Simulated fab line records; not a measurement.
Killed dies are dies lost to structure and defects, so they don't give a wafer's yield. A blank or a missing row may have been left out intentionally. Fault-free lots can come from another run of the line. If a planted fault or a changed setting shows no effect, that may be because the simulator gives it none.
fab line records	flow sky130
record lots=14	wafers=42	last-day=50
route steps=708 shown CONTACT@433 METAL1@438 VIA1@479 VIA2@516
lots that met no fault: from a run of the same line without faults
start-h: start of the lot's first displayed wafer, in hours after the record's first day	wait-h: hours from the lot's prior step to this one	" repeats the value in the row above	L1.1+2: a row that stands for several wafers	- no value, or no start given	* or withheld: withheld	< > ~ a bound
route shown NAME@n: names a module that has steps shown in the file, with the first one's number in the route	usual: average and standard deviation across the fault-free wafers	same: alike in all rows	chamber/n: place in a boat	sites: the reading at each site	_std_site: standard deviation of those values	_edge_site: outer sites' mean less inner sites'	radius-mm: how far each site lies from the wafer's centre	mask NAME#n: copy n	behind: the tool/chamber that last shaped the wafer	hold: reason for holding the lot/hours on hold/outcome of the hold	device: the n, p or np transistor that did not switch	end of line: tests run on the same wafers once the route is complete	for a step that has no rows: nothing shown but its recipe	killed: the dies lost at the first sort to structure and to defects; this is not the yield of the wafer	map: the dies of a wafer, with x for killed, . for not killed, _ for no die there
set.NAME: the setting the step ran with; set.NAME@STEP: the setting that earlier step ran with	model.NAME: the simulator's own value behind a step, which no gauge read
steps of the route over a sample of lots; a table a step, a row a wafer
services: the hour from which a tool's chamber was out of use, counted from the record's first day as start-h (under 0 if before that day), plus the number of hours and why
## steps
# step SKY_CONTACT_CMP_27
# recipe stop-on=SiO2	t-overpolish-s=15	down-force-psi=3.5	platen-rpm=60	target-thk-nm=0	pad-velocity-m-s=0.94248
# usual head-pressure-psi=3.499/0.0084	motor-current-A=10.7/1.5	overpolish-run-s=15.001/0.01	time-to-endpoint-s=83.1/2.8
lot.wafer	tool	chamber	start-h	wait-h	head-pressure-psi	motor-current-A	overpolish-run-s	time-to-endpoint-s
L822.2	cmp-01	0	733.16	0.0	3.494	13.1	15.010	84.8
L822.1	"	2	"	"	3.505	8.3	15.007	84.1
L822.5	"	1	"	"	3.490	9.5	15.011	81.6
L824.1	cmp-01	0	749.37	0.1	3.501	12.9	15.013	87.4
L824.5	"	3	"	"	3.498	11.7	15.007	83.4
L824.6	"	0	"	"	3.492	12.7	15.014	87.6
L828.3	cmp-02	3	797.52	0.0	3.502	10.7	14.993	79.6
L828.1	"	0	"	"	3.491	9.4	15.000	83.3
L828.5	"	3	"	"	3.509	10.5	15.000	84.8
L827.1	cmp-01	3	801.44	0.1	3.492	12.0	15.001	85.4
L827.2	"	1	"	"	3.514	9.8	15.018	81.6
L827.6	"	3	"	"	3.512	11.5	14.997	82.6
L830.3	cmp-01	0	811.87	0.0	3.487	12.5	15.005	82.7
L830.1	"	3	"	"	3.512	11.2	15.002	81.5
L830.6	"	0	"	"	3.497	12.8	15.003	83.8
L831.1	cmp-02	1	815.17	0.1	3.498	12.2	14.988	85.5
L831.6	"	1	"	"	3.504	11.7	15.016	85.0
L831.5	"	2	"	"	3.496	11.7	15.013	87.0
L829.2	cmp-02	2	817.89	0.0	3.493	12.1	15.003	81.7
L829.4	"	3	"	"	3.483	10.6	14.990	81.4
L829.1	"	1	"	"	3.505	11.4	14.986	84.1
L832.3	cmp-02	0	819.84	0.0	3.490	9.5	15.014	82.4
L832.2	"	1	"	"	3.512	11.5	15.000	86.0
L832.6	"	1	"	"	3.498	12.1	14.999	86.0
L839.2	cmp-02	3	872.17	0.0	3.495	11.0	14.987	79.7
L839.4	"	0	"	"	3.508	9.4	14.990	78.9
L839.6	"	3	"	"	3.505	10.5	14.993	81.8
L840.2	cmp-02	3	878.29	0.0	3.501	10.6	14.991	81.8
L840.3	"	0	"	"	3.504	9.4	15.003	76.4
L840.4	"	2	"	"	3.491	11.6	14.992	81.0
L842.2	cmp-02	0	887.48	0.0	3.507	9.3	14.990	81.4
L842.1	"	1	"	"	3.486	12.2	15.000	84.6
L842.3	"	3	"	"	3.508	10.9	14.984	78.9
L843.1	cmp-01	0	894.98	0.1	3.494	12.9	14.991	86.8
L843.4	"	2	"	"	3.496	8.1	14.999	88.5
L843.5	"	0	"	"	3.496	13.3	15.002	86.9
L844.4	cmp-02	0	903.35	0.1	3.504	9.6	15.001	81.1
L844.2	"	1	"	"	3.498	11.8	15.016	83.8
L844.5	"	0	"	"	3.486	9.1	14.999	84.6
L845.3	cmp-01	3	905.79	0.0	3.493	11.2	14.999	82.7
L845.4	"	2	"	"	3.494	8.2	15.019	80.0
L845.6	"	0	"	"	3.505	12.7	14.996	86.3
# step SKY_METAL1_SPUTTER_04
# recipe material=TiN	target-thk-nm=70	power-w=6500	time-s=58.3	chamber-pressure-pa=0.4
# usual chamber-pressure-pa=0.4000/0.00079	throttle-valve-pct=30.2/0.64
lot.wafer	tool	chamber	start-h	wait-h	chamber-pressure-pa	throttle-valve-pct
L822.1	pvd-sputter-02	-	733.55	0.0	0.3998	29.2
L822.2	"	-	"	"	0.4012	30.2
L822.5	"	-	"	"	0.3990	31.1
L824.1	pvd-sputter-03	-	749.71	0.0	0.4001	30.7
L824.5	"	-	"	"	0.4000	31.1
L824.6	"	-	"	"	0.4011	30.6
L828.1	pvd-sputter-04	-	797.91	0.0	0.4019	30.7
L828.3	"	-	"	"	0.4004	30.3
L828.5	"	-	"	"	0.4002	29.8
L827.1	pvd-sputter-04	-	801.78	0.0	0.4013	29.9
L827.2	"	-	"	"	0.4012	29.9
L827.6	"	-	"	"	0.3997	29.9
L830.1	pvd-sputter-04	-	812.26	0.0	0.4005	29.9
L830.3	"	-	"	"	0.3988	29.9
L830.6	"	-	"	"	0.4003	30.6
L831.1	pvd-sputter-04	-	815.56	0.0	0.4006	29.8
L831.5	"	-	"	"	0.4008	29.9
L831.6	"	-	"	"	0.3995	30.4
L829.1	pvd-sputter-02	-	818.28	0.0	0.4000	29.7
L829.2	"	-	"	"	0.3989	30.1
L829.4	"	-	"	"	0.4000	31.4
L832.2	pvd-sputter-02	-	820.23	0.0	0.3997	29.4
L832.3	"	-	"	"	0.3993	29.9
L832.6	"	-	"	"	0.3997	29.7
L839.2	pvd-sputter-02	-	872.56	0.0	0.4013	29.9
L839.4	"	-	"	"	0.4011	29.5
L839.6	"	-	"	"	0.4022	29.7
L840.2	pvd-sputter-02	-	878.68	0.0	0.4000	29.7
L840.3	"	-	"	"	0.4000	30.0
L840.4	"	-	"	"	0.3990	29.4
L842.1	pvd-sputter-02	-	887.87	0.0	0.4003	30.0
L842.2	"	-	"	"	0.4012	29.6
L842.3	"	-	"	"	0.4002	31.5
L843.1	pvd-sputter-02	-	895.32	0.0	0.4001	29.7
L843.4	"	-	"	"	0.4007	31.0
L843.5	"	-	"	"	0.4005	31.4
L844.2	pvd-sputter-04	-	903.69	0.0	0.3986	29.5
L844.4	"	-	"	"	0.3994	30.5
L844.5	"	-	"	"	0.3993	30.9
L845.3	pvd-sputter-04	-	906.18	0.0	0.3988	29.8
L845.4	"	-	"	"	0.3993	29.9
L845.6	"	-	"	"	0.3993	29.8
# step SKY_VIA1_CVD_21
# recipe material=W	target-thk-nm=270	time-s=80.902	temp-c=400	pressure-torr=40
# usual heater-power-w=869/170
lot.wafer	tool	chamber	start-h	wait-h	heater-power-w
L822.1	cvd-w-02	0	790.00	0.0	823
L822.2	"	1	"	"	768
L822.5	"	1	"	"	781
L824.1	cvd-w-02	0	804.23	0.0	836
L824.5	"	1	"	"	801
L824.6	"	0	"	"	861
L828.1	cvd-w-01	0	853.07	0.0	703
L828.3	"	0	"	"	694
L828.5	"	0	"	"	698
L827.1	cvd-w-02	1	857.02	0.0	782
L827.2	"	0	"	"	842
L827.6	"	0	"	"	858
L830.1	cvd-w-02	0	866.96	0.0	822
L830.3	"	0	"	"	830
L830.6	"	1	"	"	784
L831.1	cvd-w-01	0	870.02	0.0	695
L831.5	"	0	"	"	713
L831.6	"	1	"	"	1195
L829.1	cvd-w-01	1	873.39	0.0	1175
L829.2	"	0	"	"	702
L829.4	"	0	"	"	684
L832.2	cvd-w-02	0	874.05	0.0	849
L832.3	"	0	"	"	835
L832.6	"	0	"	"	845
L839.2	cvd-w-01	0	926.17	0.0	691
L839.4	"	0	"	"	697
L839.6	"	1	"	"	1076
L840.2	cvd-w-01	0	932.94	0.0	683
L840.3	"	0	"	"	713
L840.4	"	1	"	"	1083
L842.1	cvd-w-01	0	939.89	0.0	695
L842.2	"	1	"	"	1090
L842.3	"	0	"	"	702
L843.1	cvd-w-01	1	947.68	0.0	1104
L843.4	"	0	"	"	701
L843.5	"	0	"	"	698
L844.2	cvd-w-01	1	956.65	0.0	1097
L844.4	"	1	"	"	1049
L844.5	"	0	"	"	683
L845.3	cvd-w-02	0	957.94	0.1	853
L845.4	"	1	"	"	790
L845.6	"	0	"	"	844
# step SKY_VIA2_EXPOSE_09
# recipe mask-id=VIM2	na=0.8	source-shape=annular	sigma-inner=0.55	sigma-outer=0.85	target-cd-nm=200	dose-mj=38
# usual exposure-dose-mJ-cm2=37.95/0.039	focus-offset-nm=0.1/0.61	stage-vel-mm-s=499.99/0.25
lot.wafer	tool	chamber	start-h	wait-h	mask	exposure-dose-mJ-cm2	focus-offset-nm	stage-vel-mm-s
L822.1	krf-scanner-02	0	832.14	-	VIM2#0	37.99	0.3	500.13
L822.2	"	0	"	"	VIM2#0	38.02	0.2	499.96
L822.5	"	0	"	"	VIM2#0	37.95	0.0	500.02
L824.1	krf-scanner-02	0	847.14	-	VIM2#0	38.00	0.0	500.16
L824.5	"	0	"	"	VIM2#0	37.94	-0.2	499.60
L824.6	"	0	"	"	VIM2#0	37.99	0.3	500.07
L828.1	krf-scanner-01	0	894.11	-	VIM2#0	37.97	-0.9	500.26
L828.3	"	0	"	"	VIM2#0	37.96	-1.3	500.05
L828.5	"	0	"	"	VIM2#0	37.92	-1.5	500.21
L827.1	krf-scanner-01	0	898.32	-	VIM2#0	37.95	-0.2	500.30
L827.2	"	0	"	"	VIM2#0	37.95	0.2	500.22
L827.6	"	0	"	"	VIM2#0	37.92	0.1	499.91
L830.1	krf-scanner-01	0	907.99	-	VIM2#0	38.00	0.5	500.18
L830.3	"	0	"	"	VIM2#0	37.96	0.3	500.41
L830.6	"	0	"	"	VIM2#0	37.96	0.3	500.19
L831.1	krf-scanner-01	-	910.89	-	VIM2#0	-	-	-
L831.5	"	-	"	"	VIM2#0	-	-	-
L831.6	"	-	"	"	VIM2#0	-	-	-
L829.1	krf-scanner-01	-	914.26	-	VIM2#0	-	-	-
L829.2	"	-	"	"	VIM2#0	-	-	-
L829.4	"	-	"	"	VIM2#0	-	-	-
L832.2	krf-scanner-01	0	915.08	-	VIM2#0	37.87	0.6	499.68
L832.3	"	0	"	"	VIM2#0	37.94	0.8	499.79
L832.6	"	0	"	"	VIM2#0	37.93	0.5	499.60
L839.2	krf-scanner-01	0	975.61	-	VIM2#0	37.88	1.8	500.18
L839.4	"	0	"	"	VIM2#0	37.93	0.3	499.83
L839.6	"	0	"	"	VIM2#0	37.93	1.7	499.79
L840.2	krf-scanner-01	0	978.63	-	VIM2#0	37.86	0.0	500.32
L840.3	"	0	"	"	VIM2#0	37.86	-0.4	500.19
L840.4	"	0	"	"	VIM2#0	37.88	0.3	500.33
L842.1	krf-scanner-01	0	981.31	-	VIM2#0	38.00	0.5	500.28
L842.2	"	0	"	"	VIM2#0	37.99	0.2	500.47
L842.3	"	0	"	"	VIM2#0	37.90	-0.2	499.80
L843.1	krf-scanner-01	0	985.09	-	VIM2#0	37.95	0.1	500.31
L843.4	"	0	"	"	VIM2#0	38.00	0.4	499.96
L843.5	"	0	"	"	VIM2#0	37.98	0.8	499.99
L844.2	krf-scanner-01	0	992.91	-	VIM2#0	37.90	-0.2	499.65
L844.4	"	0	"	"	VIM2#0	37.91	0.0	499.50
L844.5	"	0	"	"	VIM2#0	37.90	1.0	499.81
L845.3	krf-scanner-01	0	994.45	-	VIM2#0	37.94	0.2	500.12
L845.4	"	0	"	"	VIM2#0	37.94	0.5	499.85
L845.6	"	0	"	"	VIM2#0	37.96	-0.2	499.69
## services
tool	chamber	start-h	hours	kind
cmp-02	-	744.00	4.0	pm
krf-scanner-01	-	750.39	2.5	repair
cvd-w-01	0	761.04	7.4	repair
krf-scanner-01	-	761.61	1.0	pm
krf-scanner-01	-	763.52	0.3	repair
cmp-01	-	764.10	0.4	repair
cmp-02	-	771.41	3.8	repair
pvd-sputter-04	-	775.92	5.5	repair
krf-scanner-01	-	790.97	0.8	pm
pvd-sputter-04	-	816.93	2.1	repair
cmp-01	-	830.80	5.8	pm
pvd-sputter-02	-	832.51	12.7	repair
krf-scanner-01	-	848.45	0.8	pm
cmp-02	-	855.98	0.7	repair
cvd-w-02	1	861.99	4.1	repair
cmp-01	-	862.67	0.3	repair
krf-scanner-01	-	864.25	1.3	pm
cvd-w-01	-	871.17	0.2	repair
cvd-w-01	-	904.00	14.0	pm
cmp-01	-	919.23	4.0	pm
pvd-sputter-02	-	926.81	3.3	repair
krf-scanner-01	-	930.59	1.0	pm
cmp-02	-	962.55	4.4	pm
cmp-02	-	973.63	6.0	pm
## key
first-sign step=SKY_VIA2_EXPOSE_09	reading=tool-record	direction=missing
effect none on later readings
met-at SKY_VIA2_EXPOSE_09
struck-lots L829,L831
later-rows-left-out L829.1,L829.2,L829.4,L831.1,L831.5,L831.6
sort-left-out L829.1,L829.2,L829.4,L831.1,L831.5,L831.6
not-acting-at SKY_CONTACT_CMP_27,SKY_METAL1_SPUTTER_04,SKY_VIA1_CVD_21
onset-between 907.99 910.89
fault kind=skipped-step-whole	tool=krf-scanner-01	chamber=-	onset-h=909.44	steps=SKY_VIA2_EXPOSE_09	scope=struck-lots-only
# sort-left-out: the simulated sort isn't trusted on such a fault, so these wafers' sort isn't shown, and their yield isn't known
# later-rows-left-out: the simulator's readings of these wafers behind a module that went badly wrong aren't trusted and aren't shown, but for the sort
